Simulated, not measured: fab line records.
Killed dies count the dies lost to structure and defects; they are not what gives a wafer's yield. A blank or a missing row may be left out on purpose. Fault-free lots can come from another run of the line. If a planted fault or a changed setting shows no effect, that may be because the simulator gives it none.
fab line records	flow sky130
[record] lots = 7	wafers = 21	last_day = 50
route steps=708 shown LOCAL_INTERCONNECT@405 CONTACT@406 PAD_OPEN@708
lots with no fault: from the same line, run without faults
start_h: the number of hours between the record's first day and the start of the first shown wafer of the lot	wait_h: hours since the lot's step before	" same as the row above	L1.1+2: a row that stands for several wafers	- either no value or no given start	* or withheld: withheld	< > ~ a bound
route shown NAME@n: NAME is a module with steps in the file, n the number in the route of the first one	usual: the fault-free wafers' mean and standard deviation	same: alike in all rows	chamber/n: place in a boat	sites: each site's reading	_std_site: standard deviation of those values	_edge_site: outer sites' mean less inner sites'	radius_mm: how far each site lies from the wafer's centre	mask NAME#n: copy n	behind: the last tool/chamber to shape the wafer	hold: cause of the lot's hold/its duration in hours/its outcome	device: names the non-switching transistor (n, p or np)	end of line: tests of these same wafers at the route's end	a step given without rows: its recipe and nothing more	killed: at the first sort, the dies lost to defects and structure; wafer yield is something else	map: a wafer's dies, x killed, . not, _ none there
set.NAME: setting as actually run; set.NAME@STEP: the setting as run at that earlier step	model.NAME: the simulator's own value behind a step, which no gauge read
lots at selected steps of the route; one table per step, one row per wafer
services: from which hour (start_h, from the record's first day; less than 0 if before it) a tool's chamber was out of use, for how many hours, and why
[[steps]]
[step SKY_LOCAL_INTERCONNECT_CLEAN_18]
[recipe] chemistry = O3/DIW	dry = n2_spin
[step SKY_CONTACT_CVD_00]
[recipe] material = Si3N4	target_thk_nm = 75	temp_c = 400	time_s = withheld	rf_w = 450
[usual] heater_power_w = 695/96
lot.wafer	tool	chamber	start_h	wait_h	heater_power_w
L530.2	pecvd-02	1	720.36	0.0	679
L530.4	"	0	"	"	789
L530.6	"	2	"	"	654
L532.1	pecvd-01	1	747.26	0.0	712
L532.4	"	0	"	"	833
L532.5	"	2	"	"	716
L540.2	pecvd-01	1	821.77	0.0	612
L540.4	"	2	"	"	675
L540.6	"	1	"	"	592
L541.3	pecvd-02	2	823.43	0.0	726
L541.4	"	1	"	"	580
L541.5	"	2	"	"	738
L543.1	pecvd-01	0	831.12	0.0	751
L543.2	"	2	"	"	724
L543.3	"	1	"	"	668
L544.2	pecvd-02	2	845.71	0.0	687
L544.3	"	0	"	"	779
L544.4	"	0	"	"	807
L550.2	pecvd-01	1	877.15	0.0	689
L550.3	"	1	"	"	706
L550.6	"	1	"	"	705
[step SKY_CONTACT_THK_MEAS_01]
[recipe] reads = Si3N4_of_CONTACT_CVD_00
[usual] CONTACT_CVD_00_THK = 75.1/1.1
lot.wafer	tool	chamber	start_h	wait_h	CONTACT_CVD_00_THK[nm]
L530.2	film_metro-01	-	720.40	-	73.4
L530.4	"	-	"	"	76.2
L530.6	"	-	"	"	74.6
L532.1	film_metro-03	-	747.29	-	76.2
L532.4	"	-	"	"	76.3
L532.5	"	-	"	"	77.0
L540.2	film_metro-01	-	821.81	-	73.1
L540.4	"	-	"	"	74.7
L540.6	"	-	"	"	74.9
L541.3	film_metro-03	-	823.48	-	75.8
L541.4	"	-	"	"	75.3
L541.5	"	-	"	"	75.9
L543.1	film_metro-01	-	831.16	-	74.7
L543.2	"	-	"	"	74.3
L543.3	"	-	"	"	75.4
L544.2	film_metro-03	-	845.75	-	74.6
L544.3	"	-	"	"	75.9
L544.4	"	-	"	"	76.1
L550.2	film_metro-01	-	877.21	-	74.9
L550.3	"	-	"	"	75.2
L550.6	"	-	"	"	76.1
[step SKY_CONTACT_HDPCVD_02]
[recipe] material = SiO2	target_thk_nm = 565	sigma_open_frac = 0.3	time_s = 94.2	temp_c = 600	sih4_flow_sccm = 60	pressure_mtorr = 6
[step SKY_CONTACT_THK_MEAS_03]
[recipe] reads = SiO2_of_CONTACT_HDPCVD_02
[usual] CONTACT_HDPCVD_THK = 565/5.9
lot.wafer	tool	chamber	start_h	wait_h	CONTACT_HDPCVD_THK[nm]
L530.2	film_metro-04	-	720.53	0.0	574
L530.4	"	-	"	"	571
L530.6	"	-	"	"	564
L532.1	film_metro-04	-	747.42	0.0	569
L532.4	"	-	"	"	571
L532.5	"	-	"	"	575
L540.2	film_metro-04	-	821.94	0.0	554
L540.4	"	-	"	"	558
L540.6	"	-	"	"	566
L541.3	film_metro-04	-	823.61	0.1	564
L541.4	"	-	"	"	567
L541.5	"	-	"	"	567
L543.1	film_metro-04	-	831.28	0.0	556
L543.2	"	-	"	"	553
L543.3	"	-	"	"	569
L544.2	film_metro-01	-	845.88	0.0	567
L544.3	"	-	"	"	555
L544.4	"	-	"	"	572
L550.2	film_metro-03	-	877.34	0.0	575
L550.3	"	-	"	"	563
L550.6	"	-	"	"	568
[step SKY_CONTACT_CMP_04]
[recipe] material = SiO2	down_force_psi = 4	platen_rpm = 60	pad_velocity_m_s = 0.94248
[usual] motor_current_A = 12.3/1.4	platen_rpm = 60.00/0.035	time_to_endpoint_s = 84/3.4
lot.wafer	tool	chamber	start_h	wait_h	motor_current_A	platen_rpm	time_to_endpoint_s
L530.4	cmp-01	2	720.63	0.1	9.9	60.02	89
L530.2	"	3	"	"	13.3	59.99	83
L530.6	"	2	"	"	10.2	60.03	85
L532.4	cmp-01	1	747.48	0.0	13.7	59.99	83
L532.1	"	3	"	"	13.2	59.96	83
L532.5	"	1	"	"	14.1	59.97	85
L540.2	cmp-01	1	822.09	0.1	13.5	59.92	78
L540.4	"	2	"	"	9.5	60.04	78
L540.6	"	0	"	"	13.5	59.97	84
L541.4	cmp-02	3	823.65	0.0	10.5	59.99	86
L541.3	"	0	"	"	11.7	59.98	83
L541.5	"	3	"	"	10.7	60.03	83
L543.2	cmp-01	2	831.39	0.1	10.0	60.00	82
L543.3	"	3	"	"	14.2	59.95	88
L543.1	"	0	"	"	12.4	60.02	85
L544.3	cmp-01	1	845.98	0.1	13.5	60.00	80
L544.4	"	2	"	"	10.0	59.93	89
L544.2	"	3	"	"	13.1	60.03	87
L550.2	cmp-01	1	877.39	0.0	13.8	59.96	90
L550.3	"	0	"	"	12.8	60.05	90
L550.6	"	1	"	"	13.8	60.02	87
[step SKY_CONTACT_BOW_MEAS_05]
[recipe] mode = bow
[usual] CONTACT_BOW = 83/7.6
lot.wafer	tool	chamber	start_h	wait_h	CONTACT_BOW[um]
L530.2	film_metro-01	-	720.90	0.2	82
L530.4	"	-	"	"	82
L530.6	"	-	"	"	81
L532.1	film_metro-03	-	747.78	0.1	78
L532.4	"	-	"	"	80
L532.5	"	-	"	"	83
L540.2	film_metro-01	-	822.31	0.2	69
L540.4	"	-	"	"	87
L540.6	"	-	"	"	83
L541.3	film_metro-03	-	823.99	0.2	91
L541.4	"	-	"	"	83
L541.5	"	-	"	"	69
L543.1	film_metro-01	-	831.64	0.1	89
L543.2	"	-	"	"	101
L543.3	"	-	"	"	89
L544.2	film_metro-03	-	846.25	0.1	73
L544.3	"	-	"	"	87
L544.4	"	-	"	"	82
L550.2	film_metro-01	-	877.71	0.3	79
L550.3	"	-	"	"	76
L550.6	"	-	"	"	76
[step SKY_CONTACT_DEHYDRATE_06]
[recipe] temp_c = 200	time_s = 60
[step SKY_CONTACT_HMDS_07]
[recipe] prime_time_s = 60	prime_temp_c = 120
[step SKY_CONTACT_COAT_08]
[recipe] resist = BARC	temp_c = withheld	time_s = withheld	spin_rpm = 3000	resist_thk_nm = 60
[step SKY_CONTACT_COAT_09]
[recipe] resist = KrF-thick	spin_rpm = 3000	resist_thk_nm = 450
[step SKY_CONTACT_SOFTBAKE_10]
[recipe] temp_c = 100	time_s = 90	resist = KrF-thick
[step SKY_CONTACT_EXPOSE_11]
[recipe] mask_id = CTM1	na = 0.8	source_shape = annular	sigma_inner = 0.55	sigma_outer = 0.85	target_cd_nm = 170	dose_mj = 38
[usual] focus_offset_nm = 0.1/0.46	stage_vel_mm_s = 500.03/0.25
lot.wafer	tool	chamber	start_h	wait_h	mask	focus_offset_nm	stage_vel_mm_s
L530.2	krf_scanner-02	0	735.70	-	CTM1#0	0.5	500.06
L530.4	"	0	"	"	CTM1#0	0.0	500.23
L530.6	"	0	"	"	CTM1#0	-0.5	500.14
L532.1	krf_scanner-01	0	761.88	-	CTM1#0	-0.6	500.24
L532.4	"	0	"	"	CTM1#0	-0.4	500.25
L532.5	"	0	"	"	CTM1#0	-0.1	499.98
L540.2	krf_scanner-02	0	835.33	-	CTM1#0	-0.3	500.26
L540.4	"	0	"	"	CTM1#0	0.0	500.23
L540.6	"	0	"	"	CTM1#0	-0.1	499.99
L541.3	krf_scanner-01	0	837.07	-	CTM1#0	-0.3	499.68
L541.4	"	0	"	"	CTM1#0	-0.9	499.66
L541.5	"	0	"	"	CTM1#0	-0.1	500.20
L543.1	krf_scanner-02	0	845.78	-	CTM1#0	-0.5	499.79
L543.2	"	0	"	"	CTM1#0	-0.9	499.89
L543.3	"	0	"	"	CTM1#0	0.1	499.54
L544.2	krf_scanner-02	0	858.97	-	CTM1#0	0.8	500.13
L544.3	"	0	"	"	CTM1#0	0.3	500.09
L544.4	"	0	"	"	CTM1#0	-0.2	499.79
L550.2	krf_scanner-01	0	890.05	-	CTM1#0	-0.1	500.26
L550.3	"	0	"	"	CTM1#0	0.1	500.47
L550.6	"	0	"	"	CTM1#0	0.3	500.48
[step SKY_CONTACT_PEB_12]
[recipe] peb_temp_c = withheld	peb_time_s = withheld	resist = KrF-thick
[step SKY_CONTACT_DEVELOP_13]
[recipe] develop_time_s = 60	resist = KrF-thick	dev_temp_c = 21
[step SKY_CONTACT_CD_MEAS_14]
[recipe] target_cd_nm = 170
[usual] cd_nm = 169.5/1.6
lot.wafer	tool	chamber	start_h	wait_h	cd_nm
L530.2	cd_sem-01	-	748.82	-	171.2
L530.4	"	-	"	"	170.5
L530.6	"	-	"	"	171.4
L532.1	cd_sem-01	-	774.71	-	168.8
L532.4	"	-	"	"	169.8
L532.5	"	-	"	"	170.0
L540.2	cd_sem-01	-	848.03	-	138.6
L540.4	"	-	"	"	167.0
L540.6	"	-	"	"	169.2
L541.3	cd_sem-01	-	850.20	-	167.9
L541.4	"	-	"	"	168.8
L541.5	"	-	"	"	168.8
L543.1	cd_sem-02	-	858.11	-	141.3
L543.2	"	-	"	"	140.8
L543.3	"	-	"	"	140.4
L544.2	cd_sem-01	-	871.78	-	141.4
L544.3	"	-	"	"	140.0
L544.4	"	-	"	"	171.1
L550.2	cd_sem-01	-	902.68	-	169.8
L550.3	"	-	"	"	169.6
L550.6	"	-	"	"	169.6
[step SKY_CONTACT_OVL_MEAS_15]
[usual] CONTACT_OVL = -3/5.4
lot.wafer	tool	chamber	start_h	wait_h	CONTACT_OVL[nm]
L530.2	overlay-01	-	748.92	0.1	-3
L530.4	"	-	"	"	0
L530.6	"	-	"	"	4
L532.1	overlay-02	-	774.83	0.1	2
L532.4	"	-	"	"	1
L532.5	"	-	"	"	3
L540.2	overlay-01	-	848.14	0.1	-3
L540.4	"	-	"	"	-9
L540.6	"	-	"	"	-4
L541.3	overlay-01	-	850.29	0.1	6
L541.4	"	-	"	"	2
L541.5	"	-	"	"	3
L543.1	overlay-01	-	858.23	0.1	-6
L543.2	"	-	"	"	-6
L543.3	"	-	"	"	-5
L544.2	overlay-02	-	871.88	0.1	-18
L544.3	"	-	"	"	-14
L544.4	"	-	"	"	-15
L550.2	overlay-02	-	902.79	0.1	-5
L550.3	"	-	"	"	-4
L550.6	"	-	"	"	-6
[step SKY_CONTACT_ETCH_16]
[recipe] chemistry = N2/H2	target = BARC	ion_energy_ev = 200	source_w = 500	bias_w = 100	pressure_mtorr = 30	n2_flow_sccm = 100	h2_flow_sccm = 200	stop_on = SiO2	time_s = 45.9	target_depth_a = 600
[usual] drypump_motor_current_A = 5.6/0.5	oes_product_au = 0.854/0.0044	throttle_valve_pct = 13.225/0.0089
lot.wafer	tool	chamber	start_h	wait_h	drypump_motor_current_A	oes_product_au	rf_hours_counter_h	throttle_valve_pct	model.CONTACT.cd_nm
L530.2	rie_diel-02	2	748.95	0.0	5.6	0.852	6	13.222	171
L530.4	"	3	"	"	5.2	0.854	5	13.242	171.4
L530.6	"	3	"	"	5.3	0.856	-	13.224	172.1
L532.1	rie_diel-01	0	774.86	0.0	6.4	0.856	15	13.218	169
L532.4	"	1	"	"	5.9	0.863	-	13.229	169.5
L532.5	"	1	"	"	5.9	0.858	-	13.221	169.7
L540.2	rie_diel-03	2	848.17	0.0	5.5	0.855	6	13.225	138.2
L540.4	"	3	"	"	5.5	0.859	22	13.238	166.7
L540.6	"	1	"	"	6.4	0.863	-	13.220	169.9
L541.3	rie_diel-02	2	850.31	0.0	5.7	0.851	9	13.224	167
L541.4	"	1	"	"	4.7	0.849	11	13.248	169.4
L541.5	"	2	"	"	5.6	0.851	-	13.238	167.7
L543.1	rie_diel-01	0	858.27	0.0	6.4	0.851	19	13.205	141
L543.2	"	2	"	"	5.6	0.854	12	13.214	140.5
L543.3	"	1	"	"	5.9	0.859	24	13.216	139.9
L544.2	rie_diel-01	0	871.91	0.0	6.4	0.847	19	13.243	141
L544.3	"	2	"	"	5.6	0.851	12	13.233	140
L544.4	"	1	"	"	5.9	0.849	24	13.230	170.5
L550.2	rie_diel-02	0	902.82	0.0	5.8	0.855	10	13.218	168.6
L550.3	"	1	"	"	4.7	0.856	12	13.225	170.6
L550.6	"	1	"	"	4.7	0.852	-	13.216	170
[step SKY_CONTACT_ETCH_17]
[recipe] target = SiO2	chemistry = C4F8/O2/Ar	stop_on = Si3N4	mask_material = KrF-thick	source_w = 1500	bias_w = 1200	pressure_mtorr = 40	c4f8_flow_sccm = withheld	O2_flow_sccm = 6	Ar_flow_sccm = 300	time_s = withheld	target_depth_a = 3400
[usual] oes_product_au = 0.892/0.0047
lot.wafer	tool	chamber	start_h	wait_h	oes_product_au
L530.2	rie_diel-02	2	748.99	0.0	0.892
L530.4	"	3	"	"	0.887
L530.6	"	3	"	"	0.886
L532.1	rie_diel-01	0	774.93	0.0	0.895
L532.4	"	1	"	"	0.891
L532.5	"	1	"	"	0.900
L540.2	rie_diel-03	2	848.21	0.0	0.896
L540.4	"	3	"	"	0.895
L540.6	"	1	"	"	0.893
L541.3	rie_diel-02	2	850.36	0.0	0.891
L541.4	"	1	"	"	0.888
L541.5	"	2	"	"	0.899
L543.1	rie_diel-01	0	858.31	0.0	0.890
L543.2	"	2	"	"	0.892
L543.3	"	1	"	"	0.892
L544.2	rie_diel-01	0	871.96	0.0	0.890
L544.3	"	2	"	"	0.888
L544.4	"	1	"	"	0.888
L550.2	rie_diel-02	0	902.86	0.0	0.891
L550.3	"	1	"	"	0.894
L550.6	"	1	"	"	0.888
[step SKY_CONTACT_ETCH_18]
[recipe] target = Si3N4	chemistry = CHF3/O2	stop_on = TiN	source_w = 600	bias_w = 200	pressure_mtorr = 40	chf3_flow_sccm = 50	O2_flow_sccm = 5	time_s = 39	target_depth_a = 750
[usual] chf3_flow_sccm = 49.99/0.15	drypump_motor_current_A = 5.6/0.5	oes_product_au = 0.855/0.0084	throttle_valve_pct = 8.793/0.0086
lot.wafer	tool	chamber	start_h	wait_h	chf3_flow_sccm	drypump_motor_current_A	oes_product_au	rf_hours_counter_h	throttle_valve_pct	model.CONTACT.cd_nm
L530.2	rie_diel-02	2	-	-	50.05	5.6	0.844	6	8.795	170.9
L530.4	"	3	"	"	49.86	5.2	0.859	6	8.796	171.6
L530.6	"	3	"	"	50.04	5.2	0.853	-	8.802	172.3
L532.1	rie_diel-01	0	-	-	49.98	6.4	0.867	15	8.788	168.8
L532.4	"	1	"	"	50.29	5.9	0.866	-	8.790	169.5
L532.5	"	1	"	"	49.89	5.9	0.864	-	8.820	169.6
L540.2	rie_diel-03	2	-	-	50.09	5.5	0.843	6	8.783	138.5
L540.4	"	3	"	"	49.84	5.5	0.850	22	8.782	166.4
L540.6	"	1	"	"	50.28	6.3	0.860	-	8.798	170.3
L541.3	rie_diel-02	2	-	-	50.06	5.7	0.863	10	8.796	166.8
L541.4	"	1	"	"	49.98	4.7	0.856	11	8.800	169.2
L541.5	"	2	"	"	50.04	5.6	0.861	-	8.801	167.8
L543.1	rie_diel-01	0	-	-	50.00	6.4	0.853	19	8.784	140.9
L543.2	"	2	"	"	49.79	5.6	0.847	12	8.797	140.7
L543.3	"	1	"	"	49.88	5.9	0.853	24	8.797	140.3
L544.2	rie_diel-01	0	-	-	49.92	6.4	0.858	19	8.793	140.9
L544.3	"	2	"	"	49.90	5.6	0.858	12	8.791	140.1
L544.4	"	1	"	"	49.84	5.9	0.860	24	8.801	170.7
L550.2	rie_diel-02	0	-	-	50.11	5.9	0.852	10	8.792	168.2
L550.3	"	1	"	"	49.96	4.7	0.852	12	8.786	170.2
L550.6	"	1	"	"	49.83	4.7	0.860	-	8.803	169.5
[step SKY_CONTACT_STRIP_19]
[recipe] chemistry = O2/N2	power_w = 1400	pressure_mtorr = 1500	platen_temp_c = withheld	o2_flow_sccm = 3000	n2_flow_sccm = 300	overash_fraction = 0.5
[usual] drypump_motor_current_A = 6.10/0.29	oes_product_au = 0.380/0.0043	strip_time_to_endpoint_s = 3.618/0.025
lot.wafer	tool	chamber	start_h	wait_h	drypump_motor_current_A	oes_product_au	rf_hours_counter_h	strip_time_to_endpoint_s
L530.2	plasma_asher-02	1	749.08	-	6.52	0.375	1	3.629
L530.4	"	1	"	"	6.51	0.379	-	3.626
L530.6	"	0	"	"	5.75	0.378	-	3.601
L532.1	plasma_asher-02	1	775.06	-	6.53	0.377	3	3.631
L532.4	"	0	"	"	5.76	0.375	-	3.633
L532.5	"	1	"	"	6.52	0.380	-	3.619
L540.2	plasma_asher-02	1	848.30	-	6.47	0.372	8	3.576
L540.4	"	0	"	"	5.76	0.384	-	3.605
L540.6	"	1	"	"	6.48	0.373	-	3.548
L541.3	plasma_asher-02	1	850.48	-	6.52	0.373	-	3.645
L541.4	"	0	"	"	5.76	0.384	-	3.656
L541.5	"	1	"	"	6.52	0.381	-	3.628
L543.1	plasma_asher-03	0	858.40	-	5.97	0.381	42	3.596
L543.2	"	1	"	"	6.16	0.385	42	3.599
L543.3	"	0	"	"	5.95	0.385	-	3.615
L544.2	plasma_asher-02	1	872.05	-	6.57	0.376	11	3.585
L544.3	"	1	"	"	6.54	0.384	-	3.615
L544.4	"	0	"	"	5.74	0.376	-	3.636
L550.2	plasma_asher-03	0	902.95	-	5.99	0.380	46	3.638
L550.3	"	0	"	"	5.96	0.375	-	3.608
L550.6	"	1	"	"	6.16	0.376	-	3.604
[step SKY_PAD_OPEN_PROBE_99]
[usual] killed_at_M0_to_M3 = 44/6.8	killed_at_M4_up = 3.2/1.7	killed_at_contacts = 24/4.9	killed_at_front_end = 14/4.1	killed_at_other = 0.2/0.51	killed_dies = 85/8.7	killed_on_rim = 16/4	killed_open = 46/6.8	killed_short = 39/6.1
[same] gross_dies = 492	killed_at_back_side = 0
lot.wafer	tool	chamber	start_h	wait_h	killed_at_M0_to_M3	killed_at_M4_up	killed_at_contacts	killed_at_front_end	killed_at_other	killed_dies	killed_on_rim	killed_open	killed_short
L530.2	prober-01	-	1084.37	0.1	41	4	24	15	2	86	19	42	44
L530.4	prober-01	-	1084.47	0.2	45	3	26	9	0	83	14	45	38
L530.6	prober-01	-	1084.57	0.2	46	6	18	18	1	89	15	44	45
L532.1	prober-01	-	1104.49	0.1	60	3	35	3	0	101	20	43	58
L532.4	prober-01	-	1104.64	0.2	49	4	18	17	0	88	12	46	42
L532.5	prober-01	-	1104.69	0.2	38	5	34	14	0	91	19	57	34
L540.2	prober-01	-	1160.20	0.1	48	3	223	15	0	289	78	55	39
L540.4	prober-01	-	1160.30	0.2	32	3	27	16	1	79	18	42	37
L540.6	prober-01	-	1160.40	0.2	39	4	22	8	0	73	12	37	36
L541.3	prober-02	-	1168.32	0.2	36	2	27	15	0	80	18	36	44
L541.4	prober-02	-	1168.37	0.2	38	4	25	11	1	79	14	40	39
L541.5	prober-02	-	1168.42	0.2	47	2	25	18	0	92	15	55	37
L543.1	prober-02	-	1171.22	0.1	49	7	191	16	1	264	73	43	44
L543.2	prober-02	-	1171.27	0.1	41	3	217	13	0	274	75	37	44
L543.3	prober-02	-	1171.32	0.2	35	5	214	15	0	269	75	48	32
L544.2	prober-01	-	1173.32	0.1	49	5	187	13	1	255	74	51	41
L544.3	prober-01	-	1173.37	0.2	39	6	213	15	0	273	73	36	43
// killed by level:class
L530.2 CONTACT:geometric_particle:open=10 VIA1:geometric_particle:open=9 VIA1:geometric_particle:short=7 VIA2:geometric_particle:open=6 FIELD_ISO:geometric_particle:short=5 LI_CONTACT:geometric_particle:open=5 METAL1:geometric_particle:short=5 METAL4:geometric_particle:short=4
L530.4 VIA1:geometric_particle:open=12 CONTACT:geometric_particle:open=9 VIA2:geometric_particle:open=6 VIA1:geometric_particle:short=6 LI_CONTACT:geometric_particle:open=6 METAL2:geometric_particle:short=6 VIA3:geometric_particle:short=6 LOCAL_INTERCONNECT:geometric_particle:short=5
L530.6 VIA1:geometric_particle:open=13 VIA2:geometric_particle:open=8 CONTACT:geometric_particle:open=7 CONTACT:geometric_particle:short=6 POLY_GATE:geometric_particle:short=5 METAL1:geometric_particle:short=5 VIA1:geometric_particle:short=5 FIELD_ISO:geometric_particle:short=4
L532.1 METAL2:geometric_particle:short=14 VIA1:geometric_particle:open=10 CONTACT:geometric_particle:short=9 LOCAL_INTERCONNECT:geometric_particle:short=8 VIA3:geometric_particle:open=8 CONTACT:geometric_particle:open=7 METAL1:geometric_particle:short=7 LI_CONTACT:geometric_particle:open=6
L532.4 VIA1:geometric_particle:open=12 VIA2:geometric_particle:open=8 FIELD_ISO:geometric_particle:open=6 CONTACT:geometric_particle:short=6 METAL2:geometric_particle:short=6 METAL3:geometric_particle:short=6 CONTACT:geometric_particle:open=5 POLY_GATE:geometric_particle:short=4
L532.5 CONTACT:geometric_particle:open=15 LI_CONTACT:geometric_particle:open=11 METAL1:geometric_particle:short=7 VIA1:geometric_particle:open=7 POLY_GATE:geometric_particle:open=5 VIA1:geometric_particle:short=5 VIA2:geometric_particle:open=5 FIELD_ISO:geometric_particle:open=3
L540.2 CONTACT:area_expose=195 VIA2:geometric_particle:open=11 CONTACT:geometric_particle:short=10 VIA1:geometric_particle:open=10 CONTACT:geometric_particle:open=9 POLY_GATE:geometric_particle:open=7 VIA3:geometric_particle:open=7 LI_CONTACT:geometric_particle:open=6
L540.4 CONTACT:geometric_particle:open=14 LI_CONTACT:geometric_particle:open=8 VIA1:geometric_particle:open=7 METAL1:geometric_particle:short=7 POLY_GATE:geometric_particle:short=6 VIA3:geometric_particle:open=6 VIA1:geometric_particle:short=5 FIELD_ISO:geometric_particle:short=3
L540.6 CONTACT:geometric_particle:open=7 CONTACT:geometric_particle:short=7 METAL2:geometric_particle:short=7 VIA2:geometric_particle:open=6 VIA1:geometric_particle:open=5 LI_CONTACT:geometric_particle:open=4 VIA2:geometric_particle:short=4 VIA3:geometric_particle:open=4
L541.3 CONTACT:geometric_particle:open=7 LI_CONTACT:geometric_particle:open=7 VIA3:geometric_particle:open=7 LOCAL_INTERCONNECT:geometric_particle:short=7 FIELD_ISO:geometric_particle:short=5 VIA2:geometric_particle:open=5 METAL1:geometric_particle:short=5 VIA1:geometric_particle:short=5
L541.4 VIA1:geometric_particle:open=7 VIA3:geometric_particle:open=7 LI_CONTACT:geometric_particle:open=6 LI_CONTACT:geometric_particle:short=6 VIA2:geometric_particle:open=5 CONTACT:geometric_particle:short=5 METAL2:geometric_particle:short=5 FIELD_ISO:geometric_particle:short=4
L541.5 VIA1:geometric_particle:open=10 CONTACT:geometric_particle:open=10 METAL1:geometric_particle:short=9 FIELD_ISO:geometric_particle:open=8 METAL2:geometric_particle:short=7 METAL1:geometric_particle:open=6 FIELD_ISO:geometric_particle:short=4 LI_CONTACT:geometric_particle:open=4
L543.1 CONTACT:area_expose=177 VIA1:geometric_particle:open=11 METAL1:geometric_particle:short=7 VIA1:geometric_particle:short=7 VIA3:geometric_particle:open=7 METAL4:geometric_particle:short=6 CONTACT:geometric_particle:open=6 VIA2:geometric_particle:short=6
L543.2 CONTACT:area_expose=193 CONTACT:geometric_particle:open=8 VIA1:geometric_particle:open=8 CONTACT:geometric_particle:short=6 METAL1:geometric_particle:short=6 VIA3:geometric_particle:open=6 VIA1:geometric_particle:short=5 METAL2:geometric_particle:short=5
L543.3 CONTACT:area_expose=189 VIA1:geometric_particle:open=11 CONTACT:geometric_particle:open=9 FIELD_ISO:geometric_particle:open=5 LI_CONTACT:geometric_particle:short=4 VIA2:geometric_particle:open=4 METAL1:geometric_particle:short=4 VIA3:geometric_particle:open=4
L544.2 CONTACT:area_expose=163 CONTACT:geometric_particle:open=11 VIA1:geometric_particle:open=10 VIA3:geometric_particle:open=9 VIA3:geometric_particle:short=7 METAL1:geometric_particle:short=7 VIA1:geometric_particle:short=6 FIELD_ISO:geometric_particle:open=5
L544.3 CONTACT:area_expose=194 CONTACT:geometric_particle:open=10 FIELD_ISO:geometric_particle:short=7 VIA1:geometric_particle:open=7 METAL4:geometric_particle:short=5 VIA2:geometric_particle:open=5 VIA3:geometric_particle:short=4 LOCAL_INTERCONNECT:geometric_particle:short=4
// map L540.2 (x killed, . not)
__________xxxxxxxxxx_________
________xxxxxxxxxxxxxx_______
______xxxxxxxxxxxxx.xxxx_____
_____xxxxxxxx.x.xxx.xxxxx____
____xxxxxxx.xx..xxxxxxxxxx___
___xxxxx.x.xxxxxxxxx.xxx.xx__
__xxxx.xxxxxx.x.x.x.xxxxxxxx_
_x.xxxxx.x..xx.x.....xx.x.xxx
_..xxx..x.xx..x.x.x..x..xxxxx
_xxxx.x......x.....xxx.xxxxxx
_x.xxx.x..x..........x.xx.xxx
_xx.x.x.x...x..xx.x..x..x.xxx
_xx.x.x.x..x......x..xxxxxxxx
_x.xx........x.....x.....x.xx
_.x.x............x..x..x.xxxx
__xx.x..xx....x......x.xxxxx_
___xxx..xx........x.xx.xxx.__
____.x.....xxx.x....xxxxxx___
_____x.x.x.xxxx.x..xxxx.x____
______..xx......xx.xx.xx_____
________x....xx..xx.xx_______
__________xx.x.xx..._________
// map L543.2 (x killed, . not)
__________xx.xxxxxxx_________
________xxxxxxxxxxxxxx_______
______xxxxxxxxxxx.xxxxxx_____
_____xxxxxx.xxx..xxxxxxxx____
____xxxx.x.xx.xxxxxx.x.xxx___
___xxxx..xxxxxxx.x....xx.xx__
__xxxxxx...xx..x.xx..xxxxxxx_
_xxxx.xxxx..xx........x.xxxx.
_xxxxx.x.x...x.xxx.x...xx.xxx
_x...x..x...x.x.xx..xx...xxxx
_......x.x...x..x....xxx.x.xx
_xxxx............xx.xxxxxxxxx
_xx.....xxxx.x.x...xx.x.xxxxx
_xxx...xx.....x..x...xxx.xx..
_x..xx........x..x.....x..xxx
__xxx..x....x......x.x..xx.x_
___..x.....xx..xx....x.xxxx__
____..x....x..x...xx.x.xxx___
_____.x...x..x....xxx.xxx____
______x..xxx.....x..xxx._____
________.x.xx.x.x..xxx_______
__________xx...x.x.x_________
[[services]]
tool	chamber	start_h	hours	kind
rie_diel-01	2	696.69	9.1	repair
rie_diel-01	1	698.34	2.0	repair
pecvd-01	0	708.80	3.4	repair
krf_scanner-02	-	721.98	1.0	pm
krf_scanner-02	-	727.21	3.6	pm
plasma_asher-02	-	733.75	9.0	pm
rie_diel-01	0	748.85	11.4	repair
rie_diel-01	2	751.81	3.0	repair
rie_diel-01	2	762.22	52.3	repair
rie_diel-02	3	764.44	26.5	repair
rie_diel-01	3	772.81	12.5	repair
rie_diel-01	0	775.66	3.3	repair
cmp-01	-	786.15	4.3	repair
rie_diel-01	0	798.87	4.5	repair
rie_diel-01	1	807.07	13.0	repair
rie_diel-02	1	821.04	10.0	repair
plasma_asher-02	-	821.65	11.7	repair
cmp-01	-	826.63	3.8	pm
plasma_asher-02	-	833.31	14.6	pm
cmp-01	-	833.79	0.7	repair
cmp-01	-	860.22	4.5	repair
rie_diel-02	0	865.09	16.8	repair
rie_diel-02	1	878.72	16.1	repair
cmp-01	-	880.50	1.1	repair
[[key]]
[first_sign] step = SKY_CONTACT_CD_MEAS_14	reading = cd_nm	direction = down	sigmas = 18	usual = 169.5	struck = 140.4
[effect] step = SKY_PAD_OPEN_PROBE_99	reading = killed_at_contacts	direction = up	sigmas = 38	usual = 24	struck = 208
[model_effect] step = SKY_CONTACT_ETCH_16	value = CONTACT.cd_nm	without = 169.7	struck = 140.1
[model_effect] step = SKY_CONTACT_ETCH_18	value = CONTACT.cd_nm	without = 169.8	struck = 140.2
[more_kills_born_at] SKY_CONTACT_EXPOSE_11@krf_scanner-02 = 1111
met_at SKY_CONTACT_EXPOSE_11
struck_wafers L540.2,L543.1,L543.2,L543.3,L544.2,L544.3
tester_left_out L540,L543,L544
onset_between 735.70 835.33
[fault] kind = process_parameter_drift	tool = krf_scanner-02	chamber = -	onset_h = 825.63	steps = SKY_CONTACT_EXPOSE_11	channel = focus_nm	offset = 253.62	shape = step	end_h = 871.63	scope = struck_wafers_only
// tester_left_out: of these lots the tester's yield and bins aren't shown, on N5 and GAA mostly nor the transistor test; their killed dies are dies lost to structure and defects alone, not to doping, threshold or leakage, so they don't give the yield
